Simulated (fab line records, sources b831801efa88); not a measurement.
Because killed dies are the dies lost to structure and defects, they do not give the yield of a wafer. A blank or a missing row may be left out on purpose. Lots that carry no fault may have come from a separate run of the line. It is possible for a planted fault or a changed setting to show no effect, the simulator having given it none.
What tool caused it? / flow gf180mcu / Sampling: 14 lots, 41 wafers, 5 of 602 route steps

== WHAT THE GAUGES SHOWED, per wafer ==
GF_VT_IMPLANT_TW_MEAS_21.
lot=L114; measured=day 6 07:27; on=film_metro-03; VT_IMPLANT_2_TW=1216 1214 1222
lot=L115; measured=day 6 16:00; on=film_metro-02; VT_IMPLANT_2_TW=1224 1222 1223
lot=L116; measured=day 6 17:20; on=film_metro-03; VT_IMPLANT_2_TW=1216 1219 1218
lot=L119; measured=day 7 12:53; on=film_metro-02; VT_IMPLANT_2_TW=1223 1223
lot=L124; measured=day 8 22:09; on=film_metro-02; VT_IMPLANT_2_TW=1228 1229 1216
lot=L126; measured=day 9 07:38; on=film_metro-02; VT_IMPLANT_2_TW=1219 1219 1229
lot=L127; measured=day 9 16:58; on=film_metro-03; VT_IMPLANT_2_TW=1215 1217 1216
lot=L128; measured=day 9 23:05; on=film_metro-02; VT_IMPLANT_2_TW=1221 1215 1219
lot=L130; measured=day 10 10:48; on=film_metro-01; VT_IMPLANT_2_TW=1218 1222 1223
lot=L131; measured=day 10 17:04; on=film_metro-02; VT_IMPLANT_2_TW=1233 1228 1224
lot=L132; measured=day 11 00:42; on=film_metro-03; VT_IMPLANT_2_TW=1206 1207 1203
lot=L134; measured=day 11 21:53; on=film_metro-01; VT_IMPLANT_2_TW=1226 1221 1233
lot=L136; measured=day 12 05:30; on=film_metro-01; VT_IMPLANT_2_TW=1222 1217 1222
lot=L137; measured=day 12 14:06; on=film_metro-01; VT_IMPLANT_2_TW=1219 1222 1217

GF_VT_IMPLANT_OVL_MEAS_29.
lot=L114; measured=day 6 21:21; on=overlay-01; VT_IMPLANT_02_OVL (nm)=1.1 0.5 0.1
lot=L115; measured=day 7 06:49; on=overlay-01; VT_IMPLANT_02_OVL (nm)=0.8 0.2 0.2
lot=L116; measured=day 7 08:27; on=overlay-01; VT_IMPLANT_02_OVL (nm)=-2.6 0.7 -0.7
lot=L119; measured=day 8 04:49; on=overlay-02; VT_IMPLANT_02_OVL (nm)=-1.6 -0.8
lot=L124; measured=day 9 14:45; on=overlay-01; VT_IMPLANT_02_OVL (nm)=-1.4 -3.4 -1.8
lot=L126; measured=day 10 00:43; on=overlay-01; VT_IMPLANT_02_OVL (nm)=-0.6 -0.4 0.5
lot=L127; measured=day 10 10:14; on=overlay-01; VT_IMPLANT_02_OVL (nm)=1.4 0.6 0.9
lot=L128; measured=day 10 16:54; on=overlay-02; VT_IMPLANT_02_OVL (nm)=-1.2 -2.4 -1.0
lot=L130; measured=day 11 04:20; on=overlay-02; VT_IMPLANT_02_OVL (nm)=-1.0 -1.3 0.0
lot=L131; measured=day 11 11:03; on=overlay-01; VT_IMPLANT_02_OVL (nm)=-1.1 -2.0 -1.4
lot=L132; measured=day 11 19:09; on=overlay-02; VT_IMPLANT_02_OVL (nm)=-3.5 -3.2 -1.9
lot=L134; measured=day 12 16:54; on=overlay-01; VT_IMPLANT_02_OVL (nm)=-0.6 -3.3 -3.5
lot=L136; measured=day 13 01:11; on=overlay-02; VT_IMPLANT_02_OVL (nm)=-2.6 -0.3 -1.2
lot=L137; measured=day 13 09:31; on=overlay-02; VT_IMPLANT_02_OVL (nm)=-1.7 -0.2 -0.7

GF_M1_CD_MEAS_14: the cd target is 230 nm.
lot=L114; measured=day 17 02:59; on=cd_sem-02; cd_nm (nm)=229.2 228.3 229.5
lot=L115; measured=day 17 13:32; on=cd_sem-02; cd_nm (nm)=227.9 227.6 227.3
lot=L116; measured=day 17 16:19; on=cd_sem-01; cd_nm (nm)=231.0 229.6 231.8
lot=L119; measured=day 19 00:20; on=cd_sem-02; cd_nm (nm)=231.5 231.4
lot=L124; measured=day 20 19:32; on=cd_sem-01; cd_nm (nm)=231.2 230.4 230.3
lot=L126; measured=day 21 12:14; on=cd_sem-02; cd_nm (nm)=230.1 232.1 231.2
lot=L127; measured=day 21 19:36; on=cd_sem-01; cd_nm (nm)=229.8 230.5 229.9
lot=L128; measured=day 22 02:49; on=cd_sem-01; cd_nm (nm)=231.1 231.8 231.7
lot=L130; measured=day 22 16:17; on=cd_sem-01; cd_nm (nm)=230.3 230.2 230.0
lot=L131; measured=day 23 06:07; on=cd_sem-01; cd_nm (nm)=230.2 230.3 229.4
lot=L132; measured=day 23 12:51; on=cd_sem-01; cd_nm (nm)=228.9 229.8 229.4
lot=L134; measured=day 24 11:58; on=cd_sem-01; cd_nm (nm)=230.4 231.3 230.6
lot=L136; measured=day 25 02:31; on=cd_sem-02; cd_nm (nm)=230.9 230.8 230.0
lot=L137; measured=day 25 11:50; on=cd_sem-02; cd_nm (nm)=231.1 231.6 231.4

== TOOL THAT RAN EACH LOT (tool first, then ch and the chambers of the sampled wafers, then the start) ==
lot=L114; GF_NSD_IMPLANT_09=implanter-01 ch 0, day 13 09:24; GF_NSD_STRIP_11=plasma_asher-02 ch 0,1, day 13 09:41
lot=L115; GF_NSD_IMPLANT_09=implanter-01 ch 0, day 13 20:40; GF_NSD_STRIP_11=plasma_asher-01 ch 0,1, day 13 20:57
lot=L116; GF_NSD_IMPLANT_09=implanter-01 ch 0, day 13 21:55; GF_NSD_STRIP_11=plasma_asher-04 ch 0,1, day 13 22:12
lot=L119; GF_NSD_IMPLANT_09=implanter-01 ch 0, day 14 23:03; GF_NSD_STRIP_11=plasma_asher-02 ch 0,1, day 14 23:21
lot=L124; GF_NSD_IMPLANT_09=implanter-02 ch 0, day 16 18:17; GF_NSD_STRIP_11=plasma_asher-04 ch 0,1, day 16 18:35
lot=L126; GF_NSD_IMPLANT_09=implanter-03 ch 0, day 17 09:29; GF_NSD_STRIP_11=plasma_asher-01 ch 0,1, day 17 09:47
lot=L127; GF_NSD_IMPLANT_09=implanter-03 ch 0, day 17 17:06; GF_NSD_STRIP_11=plasma_asher-02 ch 0,1, day 17 17:23
lot=L128; GF_NSD_IMPLANT_09=implanter-03 ch 0, day 18 00:20; GF_NSD_STRIP_11=plasma_asher-04 ch 0,1, day 18 00:38
lot=L130; GF_NSD_IMPLANT_09=implanter-01 ch 0, day 18 13:40; GF_NSD_STRIP_11=plasma_asher-02 ch 0,1, day 18 13:58
lot=L131; GF_NSD_IMPLANT_09=implanter-01 ch 0, day 19 02:55; GF_NSD_STRIP_11=plasma_asher-02 ch 0,1, day 19 03:11
lot=L132; GF_NSD_IMPLANT_09=implanter-03 ch 0, day 19 10:39; GF_NSD_STRIP_11=plasma_asher-04 ch 0,1, day 19 10:56
lot=L134; GF_NSD_IMPLANT_09=implanter-02 ch 0, day 20 11:25; GF_NSD_STRIP_11=plasma_asher-01 ch 0,1, day 20 11:41
lot=L136; GF_NSD_IMPLANT_09=implanter-01 ch 0, day 21 03:58; GF_NSD_STRIP_11=plasma_asher-02 ch 0, day 21 04:16
lot=L137; GF_NSD_IMPLANT_09=implanter-01 ch 0, day 21 13:55; GF_NSD_STRIP_11=plasma_asher-02 ch 0,1, day 21 14:12
- GF_NSD_IMPLANT_09
- GF_NSD_STRIP_11: strips in O2/N2.

== AS READ BY THE TOOLS THEMSELVES (means over the sampled wafers that have a number; for cases with no such wafer, the mark the record gives instead) ==
GF_NSD_STRIP_11.
lot=L114; tool=plasma_asher-02; drypump_motor_current_A (A)=6.6; heater_power_w (W)=335; oes_product_au (a.u.)=0.484; strip_time_to_endpoint_s (s)=22.98
lot=L115; tool=plasma_asher-01; drypump_motor_current_A (A)=6.1; heater_power_w (W)=335; oes_product_au (a.u.)=0.484; strip_time_to_endpoint_s (s)=22.94
lot=L116; tool=plasma_asher-04; drypump_motor_current_A (A)=5.7; heater_power_w (W)=340; oes_product_au (a.u.)=0.485; strip_time_to_endpoint_s (s)=22.90
lot=L119; tool=plasma_asher-02; drypump_motor_current_A (A)=6.5; heater_power_w (W)=334; oes_product_au (a.u.)=0.484; strip_time_to_endpoint_s (s)=22.88
lot=L124; tool=plasma_asher-04; drypump_motor_current_A (A)=6.0; heater_power_w (W)=352; oes_product_au (a.u.)=0.489; strip_time_to_endpoint_s (s)=23.03
lot=L126; tool=plasma_asher-01; drypump_motor_current_A (A)=5.8; heater_power_w (W)=328; oes_product_au (a.u.)=0.488; strip_time_to_endpoint_s (s)=22.97
lot=L127; tool=plasma_asher-02; drypump_motor_current_A (A)=6.4; heater_power_w (W)=344; oes_product_au (a.u.)=0.485; strip_time_to_endpoint_s (s)=23.01
lot=L128; tool=plasma_asher-04; drypump_motor_current_A (A)=6.0; heater_power_w (W)=352; oes_product_au (a.u.)=0.487; strip_time_to_endpoint_s (s)=23.01
lot=L130; tool=plasma_asher-02; drypump_motor_current_A (A)=6.4; heater_power_w (W)=343; oes_product_au (a.u.)=0.485; strip_time_to_endpoint_s (s)=22.99
lot=L131; tool=plasma_asher-02; drypump_motor_current_A (A)=6.4; heater_power_w (W)=345; oes_product_au (a.u.)=0.483; strip_time_to_endpoint_s (s)=22.98
lot=L132; tool=plasma_asher-04; drypump_motor_current_A (A)=5.7; heater_power_w (W)=344; oes_product_au (a.u.)=0.486; strip_time_to_endpoint_s (s)=22.93
lot=L134; tool=plasma_asher-01; drypump_motor_current_A (A)=6.1; heater_power_w (W)=317; oes_product_au (a.u.)=0.491; strip_time_to_endpoint_s (s)=22.99
lot=L136; tool=plasma_asher-02; drypump_motor_current_A (A)=6.7; heater_power_w (W)=320; oes_product_au (a.u.)=0.487; strip_time_to_endpoint_s (s)=22.93
lot=L137; tool=plasma_asher-02; drypump_motor_current_A (A)=6.6; heater_power_w (W)=332; oes_product_au (a.u.)=0.486; strip_time_to_endpoint_s (s)=22.99

== THE ANSWER, worked out from the rows above alone ==
Rule: usual is defined by the lots themselves. Put in order of their means at a reading, lots are off if they are a third of the lots or fewer, leave a main group of 4 or more, and stand apart from it by a gap of 3 or more times the standard deviation of the main group's means; of several such gaps the widest counts. A main group whose means are all the same, to the digits that the tables above print for the reading, isn't used. Also off: a lot with no number at a reading for which 4 or more lots have one. The other lots that the step has rows for count as sound. Order of review: gauges by route order, followed by the tools' own readings, for which a lot's mean as printed above is used. At the first step where some lot is off, the reading lying furthest off is the one used; lots without a number count as furthest.
Nothing can be told from this: no lot is off at any reading shown.

== WHAT HAD BEEN PUT IN BY THE SIMULATOR ==
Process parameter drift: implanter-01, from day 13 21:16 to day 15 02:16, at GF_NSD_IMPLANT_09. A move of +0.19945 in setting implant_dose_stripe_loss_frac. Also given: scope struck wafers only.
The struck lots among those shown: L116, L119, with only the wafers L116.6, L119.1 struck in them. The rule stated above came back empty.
